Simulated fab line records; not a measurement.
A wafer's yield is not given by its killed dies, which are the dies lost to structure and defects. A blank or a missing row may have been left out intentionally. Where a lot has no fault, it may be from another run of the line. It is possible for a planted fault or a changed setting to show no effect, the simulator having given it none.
Problem report in the 8D (eight disciplines) form, filled by code / flow sky130 / the parts of the form that need people (team, actions taken, sign-off) are left out

== 1. THE ISSUE ==
Wafers free of any fault read 210.4 (standard deviation 1.4) for VT_ADJUST_HVTR_TW at SKY_VT_ADJUST_HVTR_TW_MEAS_11, against a mean of 116.2 on 6 wafers of 2 lots. That puts it -67 standard deviations away from the usual mean.
First seen on wafer L595.2, day 11 17:24, on filmMetro-04. The record holds 39 wafers of 13 lots with a number at this step. By rule, "out" or "out of limits" means more than 4 standard deviations away from the usual mean. Any other wafer with a number is counted as sound.

== 2. WHAT THIS IS AND IS NOT ==
question=which readings at this step | is=VT_ADJUST_HVTR_TW | is not=-
question=which lots | is=L595, L596 | is not=L588, L589, L600, L604, L605, L606, L607, L608, L609, L610, L611
question=which wafers of those lots | is=all that have a number | is not=-
question=read on which gauges | is=filmMetro-01, filmMetro-04 | is not=filmMetro-03
question=when | is=from day 11 17:24 | is not=up to then (6 sound wafers); but 27 sound wafers of L600, L604, L605, L606, L607, L608, L609, L610, L611 came after

== 3. THE SUSPECTS, EACH WITH WHAT RULES IT OUT ==
Counting: a tool at any process step up to the reading remains a suspect when it ran all the lots that are out and ran no sound lot after the first of those.
- the gauge at SKY_VT_ADJUST_HVTR_TW_MEAS_11 is ruled out. 2 gauges (filmMetro-01, filmMetro-04) read the wafers that are out.
- implanter-02 at SKY_VT_ADJUST_HVTR_IMPLANT_09: ruled out as a lasting fault. After its first lot that is out, L595 (day 11 17:10), sound lots L606, L607, L608, L609, L610 ran on it.
Left after counting: nothing in the record.

== 4. THE CAUSE (what the simulator had put in) ==
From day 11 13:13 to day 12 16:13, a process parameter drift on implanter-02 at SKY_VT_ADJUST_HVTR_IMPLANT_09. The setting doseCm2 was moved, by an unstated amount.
The count ruled it out by mistake, since the rule takes a fault to strike every lot its tool runs from the start of the fault on, and this one did not do so.

== 5. THE EFFECT CHAIN, in route order ==
One row per reading whose mean, taken over the struck wafers that have a number, lies over 3 standard deviations from the usual. Only readings whose record carries a usual standard deviation are examined. hours: median over the lots of the time between each lot's start at the first step of this table that gives one and its start at this step. sigmas: the change, counted in usual standard deviations.
hours=0; step=SKY_VT_ADJUST_HVTR_IMPLANT_09; reading=doseIonsCm2; usual=2.0999e+12; on struck wafers=2.0993e+11; change=-1.8900e+12; sigmas=-99 or more
hours=0; step=SKY_VT_ADJUST_HVTR_IMPLANT_09; reading=faradayCurrentUA; usual=11.85; on struck wafers=1.19; change=-10.66; sigmas=-44
hours=0; step=SKY_VT_ADJUST_HVTR_TW_MEAS_11; reading=VT_ADJUST_HVTR_TW; usual=210.4; on struck wafers=116.2; change=-94.2; sigmas=-67
Here are the process steps it includes:
- SKY_VT_ADJUST_HVTR_IMPLANT_09
At these later measuring or inspecting steps, every struck wafer for which the step has a row has a number for every such reading, and none has moved that far: SKY_VT_ADJUST_PCH_TW_MEAS_10, SKY_SONOS_ONO_THK_MEAS_01, SKY_SONOS_ONO_THK_MEAS_05.

== 6. WHAT WOULD HAVE CAUGHT IT SOONER ==
In this record the first reading out of limits at a measuring or inspecting step was taken at day 11 17:24, 4 hours after the fault began at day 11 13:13.
Tool's own readings at SKY_VT_ADJUST_HVTR_IMPLANT_09, doseIonsCm2, faradayCurrentUA: out on all struck wafers the step has rows for; an alarm limit on them would have tripped on the first.
